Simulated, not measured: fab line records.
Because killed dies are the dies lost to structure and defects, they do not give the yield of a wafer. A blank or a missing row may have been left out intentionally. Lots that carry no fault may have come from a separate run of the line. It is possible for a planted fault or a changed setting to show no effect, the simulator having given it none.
Split-lot study || flow gf180mcu || 5 lots, 23 wafers read, on a route of 602 steps

THE SPLIT ITSELF
At GF_PASSIVATION_STRIP_12 (strips in O2/N2), the setting pressure mtorr was moved away from the recipe's 1500 mTorr on 15 of the 23 wafers read, by -11.1% to +14.2%. The other wafers ran this setting at the recipe's value.

The reading comes from the split's own step.

THE READING
oes product au, in a.u., at GF_PASSIVATION_STRIP_12 (strips in O2/N2). Typical for fault-free wafers on this fab line: 0.719 a.u., with standard deviation 0.0045 a.u.

{"wafer": "L074.1", "tool, chamber at the split": "plasma asher-04, 1", "pressure mtorr as run, mTorr": 1334, "against the recipe": "-11.1%", "oes product au, a.u.": 0.702, "against lot-mates on the recipe": "no lot-mate on the recipe"}
{"wafer": "L074.2", "tool, chamber at the split": "plasma asher-04, 0", "pressure mtorr as run, mTorr": 1334, "against the recipe": "-11.1%", "oes product au, a.u.": 0.703, "against lot-mates on the recipe": "no lot-mate on the recipe"}
{"wafer": "L074.3", "tool, chamber at the split": "plasma asher-04, 0", "pressure mtorr as run, mTorr": 1334, "against the recipe": "-11.1%", "oes product au, a.u.": 0.696, "against lot-mates on the recipe": "no lot-mate on the recipe"}
{"wafer": "L074.4", "tool, chamber at the split": "plasma asher-04, 1", "pressure mtorr as run, mTorr": 1334, "against the recipe": "-11.1%", "oes product au, a.u.": 0.702, "against lot-mates on the recipe": "no lot-mate on the recipe"}
{"wafer": "L074.5", "tool, chamber at the split": "plasma asher-04, 1", "pressure mtorr as run, mTorr": 1334, "against the recipe": "-11.1%", "oes product au, a.u.": 0.704, "against lot-mates on the recipe": "no lot-mate on the recipe"}
{"wafer": "L075.2", "tool, chamber at the split": "plasma asher-02, 0", "pressure mtorr as run, mTorr": 1713, "against the recipe": "+14.2%", "oes product au, a.u.": 0.736, "against lot-mates on the recipe": "no lot-mate on the recipe"}
{"wafer": "L075.3", "tool, chamber at the split": "plasma asher-02, 1", "pressure mtorr as run, mTorr": 1713, "against the recipe": "+14.2%", "oes product au, a.u.": 0.737, "against lot-mates on the recipe": "no lot-mate on the recipe"}
{"wafer": "L075.4", "tool, chamber at the split": "plasma asher-02, 0", "pressure mtorr as run, mTorr": 1713, "against the recipe": "+14.2%", "oes product au, a.u.": 0.737, "against lot-mates on the recipe": "no lot-mate on the recipe"}
{"wafer": "L075.5", "tool, chamber at the split": "plasma asher-02, 0", "pressure mtorr as run, mTorr": 1713, "against the recipe": "+14.2%", "oes product au, a.u.": 0.737, "against lot-mates on the recipe": "no lot-mate on the recipe"}
{"wafer": "L075.6", "tool, chamber at the split": "plasma asher-02, 1", "pressure mtorr as run, mTorr": 1713, "against the recipe": "+14.2%", "oes product au, a.u.": 0.734, "against lot-mates on the recipe": "no lot-mate on the recipe"}
{"wafer": "L082.1", "tool, chamber at the split": "plasma asher-02, 0", "pressure mtorr as run, mTorr": 1373, "against the recipe": "-8.5%", "oes product au, a.u.": 0.712, "against lot-mates on the recipe": "no lot-mate on the recipe"}
{"wafer": "L082.2", "tool, chamber at the split": "plasma asher-02, 1", "pressure mtorr as run, mTorr": 1373, "against the recipe": "-8.5%", "oes product au, a.u.": 0.702, "against lot-mates on the recipe": "no lot-mate on the recipe"}
{"wafer": "L082.3", "tool, chamber at the split": "plasma asher-02, 1", "pressure mtorr as run, mTorr": 1373, "against the recipe": "-8.5%", "oes product au, a.u.": 0.703, "against lot-mates on the recipe": "no lot-mate on the recipe"}
{"wafer": "L082.4", "tool, chamber at the split": "plasma asher-02, 0", "pressure mtorr as run, mTorr": 1373, "against the recipe": "-8.5%", "oes product au, a.u.": 0.700, "against lot-mates on the recipe": "no lot-mate on the recipe"}
{"wafer": "L082.5", "tool, chamber at the split": "plasma asher-02, 1", "pressure mtorr as run, mTorr": 1373, "against the recipe": "-8.5%", "oes product au, a.u.": 0.697, "against lot-mates on the recipe": "no lot-mate on the recipe"}
{"wafer": "L084.1", "tool, chamber at the split": "plasma asher-04, 0", "pressure mtorr as run, mTorr": 1500, "against the recipe": "recipe", "oes product au, a.u.": 0.725, "against lot-mates on the recipe": "-"}
{"wafer": "L084.2", "tool, chamber at the split": "plasma asher-04, 1", "pressure mtorr as run, mTorr": 1500, "against the recipe": "recipe", "oes product au, a.u.": 0.722, "against lot-mates on the recipe": "-"}
{"wafer": "L084.4", "tool, chamber at the split": "plasma asher-04, 0", "pressure mtorr as run, mTorr": 1500, "against the recipe": "recipe", "oes product au, a.u.": 0.724, "against lot-mates on the recipe": "-"}
{"wafer": "L084.5", "tool, chamber at the split": "plasma asher-04, 1", "pressure mtorr as run, mTorr": 1500, "against the recipe": "recipe", "oes product au, a.u.": 0.723, "against lot-mates on the recipe": "-"}
{"wafer": "L084.6", "tool, chamber at the split": "plasma asher-04, 0", "pressure mtorr as run, mTorr": 1500, "against the recipe": "recipe", "oes product au, a.u.": 0.722, "against lot-mates on the recipe": "-"}
{"wafer": "L085.1", "tool, chamber at the split": "plasma asher-02, 0", "pressure mtorr as run, mTorr": 1500, "against the recipe": "recipe", "oes product au, a.u.": 0.720, "against lot-mates on the recipe": "-"}
{"wafer": "L085.3", "tool, chamber at the split": "plasma asher-02, 0", "pressure mtorr as run, mTorr": 1500, "against the recipe": "recipe", "oes product au, a.u.": 0.710, "against lot-mates on the recipe": "-"}
{"wafer": "L085.5", "tool, chamber at the split": "plasma asher-02, 0", "pressure mtorr as run, mTorr": 1500, "against the recipe": "recipe", "oes product au, a.u.": 0.718, "against lot-mates on the recipe": "-"}

FIT RESULTS
A straight line over all 23 wafers: oes product au changes by +0.00144 a.u. for each +1% of pressure mtorr; r = +0.95; the points scatter about the line by 0.0046 a.u.
Too few moved wafers with a lot-mate on the recipe to fit a line net of each lot's own level.
Tool readings at the split's step, against how far the setting was moved: oes product au r = +0.95; strip time to endpoint s r = -0.99.

THE WHOLE CHAIN: every reading that the file lists as answering this split, in the file's order
{"step": "GF_PASSIVATION_STRIP_12", "what it does": "strips in O2/N2", "reading": "oes product au", "change (the file's fit)": "+0.00143 a.u. for each +1% of the setting", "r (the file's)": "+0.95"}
{"step": "GF_PASSIVATION_STRIP_12", "what it does": "strips in O2/N2", "reading": "strip time to endpoint s", "change (the file's fit)": "withheld for each +1% of the setting", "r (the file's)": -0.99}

THE FILE'S OWN FIT
oes product au changes by +0.00143 a.u. for each +1% of pressure mtorr, r = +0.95.
